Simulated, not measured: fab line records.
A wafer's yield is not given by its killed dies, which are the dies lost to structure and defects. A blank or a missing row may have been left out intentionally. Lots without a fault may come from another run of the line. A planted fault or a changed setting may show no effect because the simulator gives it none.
Which tool did it?	flow sfq line	14 lots with 42 wafers sampled at 4 steps, on a route of 325 steps

## WHAT THE GAUGES SHOWED, per wafer
SFQ_M6_OVL_MEAS_940. Usual: M6_OVL 1 nm, standard deviation 5.3.
lot	measured	on	M6_OVL (nm)	flag
L186	day 73 06:14	overlay-02	12 7 1	
L187	day 73 13:26	overlay-02	8 7 2	
L189	day 74 03:50	overlay-02	-1 -3 2	
L190	day 74 17:02	overlay-02	6 8 10	
L191	day 75 09:50	overlay-01	-1 -3 1	
L193	day 76 01:43	overlay-02	-3 -1 -7	
L194	day 76 04:36	overlay-01	-3 -4 -4	
L195	day 76 05:48	overlay-01	4 -3 2	
L196	day 76 07:00	overlay-01	5 1 -1	
L197	day 80 18:41	overlay-02	1 0 1	
L199	day 81 18:43	overlay-02	2 2 0	
L206	day 83 18:30	overlay-01	0 -3 1	
L207	day 84 07:50	overlay-02	-5 -2 2	
L208	day 84 14:16	overlay-01	-2 -13 -8	

## EACH LOT AND THE TOOL THAT RAN IT (in order: tool; ch and the chambers of the sampled wafers; start)
lot	SFQ_TRILAYER_A5B_DEP_PECVD_129	SFQ_TRILAYER_A5B_METRO_MEASURE_131	SFQ_TRILAYER_C5_BARC_OPEN_VIA_ETCH_210
L186	pecvd-01 ch 0,1,2, day 57 01:10	film metro-03, day 57 04:16	rie diel-01 ch 1,2, day 67 16:01
L187	pecvd-01 ch 0,1,2, day 57 09:34	film metro-03, day 57 12:52	rie diel-04 ch 0,1,2, day 68 06:21
L189	pecvd-04 ch 0,1,2, day 58 01:17	film metro-03, day 58 04:29	rie diel-04 ch 0,1,2, day 68 22:07
L190	pecvd-02 ch 0,2, day 58 12:25	film metro-01, day 58 15:50	rie diel-01 ch 0,1,2, day 69 12:17
L191	pecvd-02 ch 0,1,2, day 59 02:42	film metro-03, day 59 07:14	rie diel-01 ch 2,3, day 69 22:50
L193	pecvd-04 ch 0,1,2, day 59 23:43	film metro-03, day 60 03:58	rie diel-02 ch 1,2,3, day 70 13:02
L194	pecvd-04 ch 0,1, day 60 03:17	film metro-01, day 60 09:22	rie diel-02 ch 1,2,3, day 70 22:47
L195	pecvd-01 ch 1,2, day 60 07:04	film metro-03, day 60 15:04	rie diel-04 ch 0,3, day 71 08:32
L196	pecvd-02 ch 0,2, day 60 09:28	film metro-02, day 60 19:22	rie diel-04 ch 0,1,2, day 75 07:28
L197	pecvd-02 ch 0,1, day 62 20:25	film metro-01, day 63 11:02	rie diel-04 ch 0,3, day 76 15:27
L199	pecvd-01 ch 0,1,2, day 66 17:07	film metro-02, day 66 21:01	rie diel-01 ch 1,2,3, day 77 08:15
L206	pecvd-02 ch 1,2, day 75 02:30	film metro-02, day 75 05:47	rie diel-04 ch 1,2, day 79 14:23
L207	pecvd-02 ch 0,1,2, day 75 14:22	film metro-01, day 75 18:01	rie diel-04 ch 1,2,3, day 80 01:32
L208	pecvd-04 ch 1,2, day 75 18:16	film metro-03, day 75 21:33	rie diel-01 ch 1,2,3, day 80 06:44
- SFQ_TRILAYER_A5B_DEP_PECVD_129: deposits SiO2 from SiH4/N2O, time 133.33 s, target thk 600 nm.
- SFQ_TRILAYER_A5B_METRO_MEASURE_131
- SFQ_TRILAYER_C5_BARC_OPEN_VIA_ETCH_210: etches BARC in O2, target depth 125 nm, time 41.7 s.

## WHAT THE TOOLS THEMSELVES READ (means of the sampled wafers that have a number; where no wafer has one, the mark that the record gives instead)
SFQ_TRILAYER_A5B_DEP_PECVD_129. Usual: heater power w 86 W, standard deviation 17; susceptor temp C 149.97 C, standard deviation 0.14; throttle valve pct 24.2 %, standard deviation 1.3.
lot	tool	heater power w (W)	susceptor temp C (C)	throttle valve pct (%)	flag
L186	pecvd-01	84	150.08	23.4	
L187	pecvd-01	83	149.89	23.4	
L189	pecvd-04	100	149.99	25.1	
L190	pecvd-02	83	150.07	23.3	
L191	pecvd-02	77	149.88	23.1	
L193	pecvd-04	99	149.98	25.2	
L194	pecvd-04	94	149.88	25.5	
L195	pecvd-01	90	150.03	22.7	
L196	pecvd-02	83	149.99	23.4	
L197	pecvd-02	67	150.01	22.8	
L199	pecvd-01	82	149.88	24.0	
L206	pecvd-02	72	149.93	23.6	
L207	pecvd-02	75	149.93	24.1	
L208	pecvd-04	107	149.97	25.2	

SFQ_TRILAYER_A5B_METRO_MEASURE_131. Usual: thk nm reads 343 nm (standard deviation 5.7).
lot	tool	thk nm (nm)	flag
L186	film metro-03	345	
L187	film metro-03	349	
L189	film metro-03	333	
L190	film metro-01	337	
L191	film metro-03	348	
L193	film metro-03	338	
L194	film metro-01	344	
L195	film metro-03	347	
L196	film metro-02	339	
L197	film metro-01	344	
L199	film metro-02	342	
L206	film metro-02	352	
L207	film metro-01	341	
L208	film metro-03	339	

SFQ_TRILAYER_C5_BARC_OPEN_VIA_ETCH_210. Usual: chamber pressure mTorr 30.000 mTorr, standard deviation 0.026; drypump motor current A 5.8 A, standard deviation 0.36; oes product au 0.685 a.u., standard deviation 0.0047; run length s 70.0 s, standard deviation 0.49.
lot	tool	chamber pressure mTorr (mTorr)	drypump motor current A (A)	oes product au (a.u.)	run length s (s)	flag
L186	rie diel-01	30.011	6.1	0.689	70.1	
L187	rie diel-04	30.010	5.8	0.686	70.0	
L189	rie diel-04	30.009	5.8	0.684	70.1	
L190	rie diel-01	29.999	5.8	0.688	70.0	
L191	rie diel-01	29.980	5.6	0.682	70.4	
L193	rie diel-02	30.003	6.1	0.680	69.8	
L194	rie diel-02	29.996	6.1	0.682	70.1	
L195	rie diel-04	29.996	5.7	0.685	69.8	
L196	rie diel-04	30.002	5.8	0.684	70.1	
L197	rie diel-04	29.987	5.7	0.688	69.5	
L199	rie diel-01	29.986	5.8	0.685	70.1	
L206	rie diel-04	29.996	5.9	0.773	64.4	OFF
L207	rie diel-04	29.991	5.7	0.763	63.9	OFF
L208	rie diel-01	30.005	5.7	0.688	70.3	

## THE ANSWER, worked out from the rows above alone
Rule: lot off if the mean of its wafers having a number is beyond 3 standard deviations from the usual mean. A lot without any number at a reading at which 4 lots or more have one is off too. The other lots that the step has rows for count as sound. Order of review: gauges by route order, followed by the tools' own readings, for which a lot's mean as printed above is used. The first step at which some lot is off is used, and at that step the reading that is off furthest; a lot without a number counts as furthest.
Off: L206, L207, at SFQ_TRILAYER_C5_BARC_OPEN_VIA_ETCH_210 (oes product au).
If a tool, at that step or one of the process steps before it, ran each lot that is off and ran no sound lot following the first of them, it fits. This does not decide it: 2 tools fit, namely pecvd-02 at SFQ_TRILAYER_A5B_DEP_PECVD_129 and rie diel-04 at SFQ_TRILAYER_C5_BARC_OPEN_VIA_ETCH_210.

## WHAT WAS PUT IN BY THE SIMULATOR
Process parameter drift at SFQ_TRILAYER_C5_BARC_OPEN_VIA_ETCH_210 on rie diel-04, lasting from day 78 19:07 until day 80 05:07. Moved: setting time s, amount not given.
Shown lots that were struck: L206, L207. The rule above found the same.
